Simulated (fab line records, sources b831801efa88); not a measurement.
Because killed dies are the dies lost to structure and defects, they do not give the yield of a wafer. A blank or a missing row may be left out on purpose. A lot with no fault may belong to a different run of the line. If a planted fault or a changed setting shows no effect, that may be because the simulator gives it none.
What tool caused it? || flow gf180mcu || 36 wafers from 12 lots sampled at 6 of the route's 602 steps

== WHAT THE GAUGES READ, wafer by wafer ==
GF_V2_THK_MEAS_01.
{"lot": "L279", "measured": "day 19 07:13", "on": "filmMetro-02", "V2_CVD_00_THK (nm)": "595 601 590"}
{"lot": "L280", "measured": "day 19 18:33", "on": "filmMetro-02", "V2_CVD_00_THK (nm)": "589 611 590"}
{"lot": "L282", "measured": "day 20 20:08", "on": "filmMetro-02", "V2_CVD_00_THK (nm)": "606 611 608"}
{"lot": "L283", "measured": "day 21 03:58", "on": "filmMetro-02", "V2_CVD_00_THK (nm)": "610 605 618"}
{"lot": "L284", "measured": "day 21 11:43", "on": "filmMetro-04", "V2_CVD_00_THK (nm)": "590 610 604"}
{"lot": "L286", "measured": "day 22 03:50", "on": "filmMetro-01", "V2_CVD_00_THK (nm)": "592 607 592"}
{"lot": "L295", "measured": "day 25 15:02", "on": "filmMetro-02", "V2_CVD_00_THK (nm)": "596 598 595"}
{"lot": "L297", "measured": "day 26 00:49", "on": "filmMetro-02", "V2_CVD_00_THK (nm)": "597 599 604"}
{"lot": "L298", "measured": "day 26 08:01", "on": "filmMetro-02", "V2_CVD_00_THK (nm)": "603 610 603"}
{"lot": "L299", "measured": "day 26 09:04", "on": "filmMetro-02", "V2_CVD_00_THK (nm)": "606 591 598"}
{"lot": "L300", "measured": "day 26 21:14", "on": "filmMetro-02", "V2_CVD_00_THK (nm)": "600 594 602"}
{"lot": "L301", "measured": "day 26 23:53", "on": "filmMetro-01", "V2_CVD_00_THK (nm)": "599 588 596"}

GF_V2_THK_MEAS_03.
{"lot": "L279", "measured": "day 19 07:21", "on": "filmMetro-01", "V2_CVD_02_THK (nm)": "846 851 856"}
{"lot": "L280", "measured": "day 19 18:41", "on": "filmMetro-04", "V2_CVD_02_THK (nm)": "831 853 871"}
{"lot": "L282", "measured": "day 20 20:16", "on": "filmMetro-01", "V2_CVD_02_THK (nm)": "838 855 859"}
{"lot": "L283", "measured": "day 21 04:06", "on": "filmMetro-02", "V2_CVD_02_THK (nm)": "838 835 854"}
{"lot": "L284", "measured": "day 21 11:52", "on": "filmMetro-01", "V2_CVD_02_THK (nm)": "838 838 844"}
{"lot": "L286", "measured": "day 22 03:58", "on": "filmMetro-02", "V2_CVD_02_THK (nm)": "836 842 845"}
{"lot": "L295", "measured": "day 25 15:10", "on": "filmMetro-01", "V2_CVD_02_THK (nm)": "849 852 846"}
{"lot": "L297", "measured": "day 26 00:57", "on": "filmMetro-04", "V2_CVD_02_THK (nm)": "850 854 839"}
{"lot": "L298", "measured": "day 26 08:08", "on": "filmMetro-01", "V2_CVD_02_THK (nm)": "837 848 860"}
{"lot": "L299", "measured": "day 26 09:11", "on": "filmMetro-04", "V2_CVD_02_THK (nm)": "852 837 858"}
{"lot": "L300", "measured": "day 26 21:28", "on": "filmMetro-01", "V2_CVD_02_THK (nm)": "839 849 847"}
{"lot": "L301", "measured": "day 27 00:01", "on": "filmMetro-01", "V2_CVD_02_THK (nm)": "843 852 863"}

GF_M3_RS_MEAS_05: measurement is done with a four-point probe.
{"lot": "L279", "measured": "day 20 09:31", "on": "filmMetro-02", "M3_ALCU_RS (ohm/sq)": "0.0704 0.0702 0.0704"}
{"lot": "L280", "measured": "day 20 20:37", "on": "filmMetro-03", "M3_ALCU_RS (ohm/sq)": "0.0710 0.0713 0.0715"}
{"lot": "L282", "measured": "day 21 21:52", "on": "filmMetro-04", "M3_ALCU_RS (ohm/sq)": "0.0689 0.0702 0.0699"}
{"lot": "L283", "measured": "day 22 05:37", "on": "filmMetro-03", "M3_ALCU_RS (ohm/sq)": "0.0702 0.0699 0.0704"}
{"lot": "L284", "measured": "day 22 13:31", "on": "filmMetro-02", "M3_ALCU_RS (ohm/sq)": "0.0695 0.0683 0.0697"}
{"lot": "L286", "measured": "day 23 05:28", "on": "filmMetro-03", "M3_ALCU_RS (ohm/sq)": "0.0705 0.0661 0.0709"}
{"lot": "L295", "measured": "day 26 14:20", "on": "filmMetro-03", "M3_ALCU_RS (ohm/sq)": "0.0696 0.0716 0.0695"}
{"lot": "L297", "measured": "day 27 00:05", "on": "filmMetro-02", "M3_ALCU_RS (ohm/sq)": "0.0720 0.0705 0.0701"}
{"lot": "L298", "measured": "day 27 07:04", "on": "filmMetro-03", "M3_ALCU_RS (ohm/sq)": "0.0685 0.0702 0.0692"}
{"lot": "L299", "measured": "day 27 07:34", "on": "filmMetro-03", "M3_ALCU_RS (ohm/sq)": "0.0700 0.0693 0.0703"}
{"lot": "L300", "measured": "day 27 20:15", "on": "filmMetro-03", "M3_ALCU_RS (ohm/sq)": "0.0688 0.0686 0.0684"}
{"lot": "L301", "measured": "day 27 22:44", "on": "filmMetro-02", "M3_ALCU_RS (ohm/sq)": "0.0699 0.0703 0.0707"}

GF_M3_THK_MEAS_06: measures by xrf.
{"lot": "L279", "measured": "day 20 09:38", "on": "filmMetro-02", "M3_ALCU_THK (nm)": "450 450 450"}
{"lot": "L280", "measured": "day 20 20:44", "on": "filmMetro-03", "M3_ALCU_THK (nm)": "452 450 450"}
{"lot": "L282", "measured": "day 21 21:59", "on": "filmMetro-04", "M3_ALCU_THK (nm)": "459 453 454"}
{"lot": "L283", "measured": "day 22 05:44", "on": "filmMetro-03", "M3_ALCU_THK (nm)": "455 456 453"}
{"lot": "L284", "measured": "day 22 13:38", "on": "filmMetro-02", "M3_ALCU_THK (nm)": "454 460 453"}
{"lot": "L286", "measured": "day 23 05:35", "on": "filmMetro-03", "M3_ALCU_THK (nm)": "452 480 451"}
{"lot": "L295", "measured": "day 26 14:26", "on": "filmMetro-03", "M3_ALCU_THK (nm)": "460 447 461"}
{"lot": "L297", "measured": "day 27 00:13", "on": "filmMetro-02", "M3_ALCU_THK (nm)": "445 451 454"}
{"lot": "L298", "measured": "day 27 07:11", "on": "filmMetro-03", "M3_ALCU_THK (nm)": "465 455 462"}
{"lot": "L299", "measured": "day 27 07:41", "on": "filmMetro-03", "M3_ALCU_THK (nm)": "455 462 454"}
{"lot": "L300", "measured": "day 27 20:22", "on": "filmMetro-03", "M3_ALCU_THK (nm)": "464 464 465"}
{"lot": "L301", "measured": "day 27 22:51", "on": "filmMetro-02", "M3_ALCU_THK (nm)": "456 454 454"}

== EACH LOT AND THE TOOL THAT RAN IT (in order: tool; ch and the chambers of the sampled wafers; start) ==
{"lot": "L279", "GF_M3_SPUTTER_01": "pvdSputter-01, day 20 09:23", "GF_M3_SPUTTER_02": "pvdSputter-01, day 20 09:25"}
{"lot": "L280", "GF_M3_SPUTTER_01": "pvdSputter-01, day 20 20:29", "GF_M3_SPUTTER_02": "pvdSputter-01, day 20 20:31"}
{"lot": "L282", "GF_M3_SPUTTER_01": "pvdSputter-02, day 21 21:44", "GF_M3_SPUTTER_02": "pvdSputter-02, day 21 21:46"}
{"lot": "L283", "GF_M3_SPUTTER_01": "pvdSputter-03, day 22 05:30", "GF_M3_SPUTTER_02": "pvdSputter-03, day 22 05:32"}
{"lot": "L284", "GF_M3_SPUTTER_01": "pvdSputter-03, day 22 13:23", "GF_M3_SPUTTER_02": "pvdSputter-03, day 22 13:25"}
{"lot": "L286", "GF_M3_SPUTTER_01": "pvdSputter-03, day 23 05:20", "GF_M3_SPUTTER_02": "pvdSputter-03, day 23 05:22"}
{"lot": "L295", "GF_M3_SPUTTER_01": "pvdSputter-03, day 26 14:11", "GF_M3_SPUTTER_02": "pvdSputter-03, day 26 14:13"}
{"lot": "L297", "GF_M3_SPUTTER_01": "pvdSputter-02, day 26 23:58", "GF_M3_SPUTTER_02": "pvdSputter-02, day 27 00:00"}
{"lot": "L298", "GF_M3_SPUTTER_01": "pvdSputter-03, day 27 06:56", "GF_M3_SPUTTER_02": "pvdSputter-03, day 27 06:58"}
{"lot": "L299", "GF_M3_SPUTTER_01": "pvdSputter-01, day 27 07:26", "GF_M3_SPUTTER_02": "pvdSputter-01, day 27 07:28"}
{"lot": "L300", "GF_M3_SPUTTER_01": "pvdSputter-03, day 27 20:07", "GF_M3_SPUTTER_02": "pvdSputter-03, day 27 20:10"}
{"lot": "L301", "GF_M3_SPUTTER_01": "pvdSputter-03, day 27 22:37", "GF_M3_SPUTTER_02": "pvdSputter-03, day 27 22:38"}
- GF_M3_SPUTTER_01: material TiN, target thk 30 nm, time 25 s.
- GF_M3_SPUTTER_02: material AlCu, target thk 450 nm, time 23.9 s.

== AS READ BY THE TOOLS THEMSELVES (means over the sampled wafers that have a number; for cases with no such wafer, the mark the record gives instead) ==
GF_M3_SPUTTER_01.
{"lot": "L279", "tool": "pvdSputter-01", "cathodeDcPowerW (W)": 6500.2, "throttleValvePct (%)": 30.2}
{"lot": "L280", "tool": "pvdSputter-01", "cathodeDcPowerW (W)": 6499.7, "throttleValvePct (%)": 29.9}
{"lot": "L282", "tool": "pvdSputter-02", "cathodeDcPowerW (W)": 6499.8, "throttleValvePct (%)": 30.7}
{"lot": "L283", "tool": "pvdSputter-03", "cathodeDcPowerW (W)": 6501.7, "throttleValvePct (%)": 29.4}
{"lot": "L284", "tool": "pvdSputter-03", "cathodeDcPowerW (W)": 6501.9, "throttleValvePct (%)": 29.1}
{"lot": "L286", "tool": "pvdSputter-03", "cathodeDcPowerW (W)": 6500.7, "throttleValvePct (%)": 28.9}
{"lot": "L295", "tool": "pvdSputter-03", "cathodeDcPowerW (W)": 6500.8, "throttleValvePct (%)": 28.7}
{"lot": "L297", "tool": "pvdSputter-02", "cathodeDcPowerW (W)": 6499.8, "throttleValvePct (%)": 29.7}
{"lot": "L298", "tool": "pvdSputter-03", "cathodeDcPowerW (W)": 6499.0, "throttleValvePct (%)": 29.5}
{"lot": "L299", "tool": "pvdSputter-01", "cathodeDcPowerW (W)": 6499.9, "throttleValvePct (%)": 30.1}
{"lot": "L300", "tool": "pvdSputter-03", "cathodeDcPowerW (W)": 6499.0, "throttleValvePct (%)": 29.1}
{"lot": "L301", "tool": "pvdSputter-03", "cathodeDcPowerW (W)": 6500.8, "throttleValvePct (%)": 29.8}

GF_M3_SPUTTER_02.
{"lot": "L279", "tool": "pvdSputter-01", "cathodeDcPowerW (W)": 10601, "throttleValvePct (%)": 30.3}
{"lot": "L280", "tool": "pvdSputter-01", "cathodeDcPowerW (W)": 10600, "throttleValvePct (%)": 30.1}
{"lot": "L282", "tool": "pvdSputter-02", "cathodeDcPowerW (W)": 10599, "throttleValvePct (%)": 30.7}
{"lot": "L283", "tool": "pvdSputter-03", "cathodeDcPowerW (W)": 10600, "throttleValvePct (%)": 29.5}
{"lot": "L284", "tool": "pvdSputter-03", "cathodeDcPowerW (W)": 10599, "throttleValvePct (%)": 29.3}
{"lot": "L286", "tool": "pvdSputter-03", "cathodeDcPowerW (W)": 10759, "throttleValvePct (%)": 29.0}
{"lot": "L295", "tool": "pvdSputter-03", "cathodeDcPowerW (W)": 10600, "throttleValvePct (%)": 28.6}
{"lot": "L297", "tool": "pvdSputter-02", "cathodeDcPowerW (W)": 10600, "throttleValvePct (%)": 29.8}
{"lot": "L298", "tool": "pvdSputter-03", "cathodeDcPowerW (W)": 10598, "throttleValvePct (%)": 29.6}
{"lot": "L299", "tool": "pvdSputter-01", "cathodeDcPowerW (W)": 10599, "throttleValvePct (%)": 30.0}
{"lot": "L300", "tool": "pvdSputter-03", "cathodeDcPowerW (W)": 10601, "throttleValvePct (%)": 29.3}
{"lot": "L301", "tool": "pvdSputter-03", "cathodeDcPowerW (W)": 10598, "throttleValvePct (%)": 29.8}

== THE ANSWER, worked out from the rows above alone ==
Rule: the usual values come from the lots themselves. The widest of any qualifying gaps counts: lots, ordered by their means at a reading, are off when they make up no more than a third of the lots, leave a main group of 4 or more, and stand apart from it by 3 or more times the standard deviation of that group's means. A main group whose means are all the same, to the digits that the tables above print for the reading, isn't used. Also off: a lot with no number at a reading for which 4 or more lots have one. The other lots that the step has rows for count as sound. First the gauges in route order, then the tools' own readings, where a lot's mean is used as printed above. The first step at which some lot is off is used, and at that step the reading that is off furthest; a lot without a number counts as furthest.
Off at GF_M3_SPUTTER_02 (cathodeDcPowerW): L286. The main group: mean 10600 W, standard deviation 0.99.
A tool fits if, at that step or a process step before it, it ran every lot that is off, and no sound lot after the first of them. None of those tried fits.

== WHAT THE SIMULATOR HAD PUT IN ==
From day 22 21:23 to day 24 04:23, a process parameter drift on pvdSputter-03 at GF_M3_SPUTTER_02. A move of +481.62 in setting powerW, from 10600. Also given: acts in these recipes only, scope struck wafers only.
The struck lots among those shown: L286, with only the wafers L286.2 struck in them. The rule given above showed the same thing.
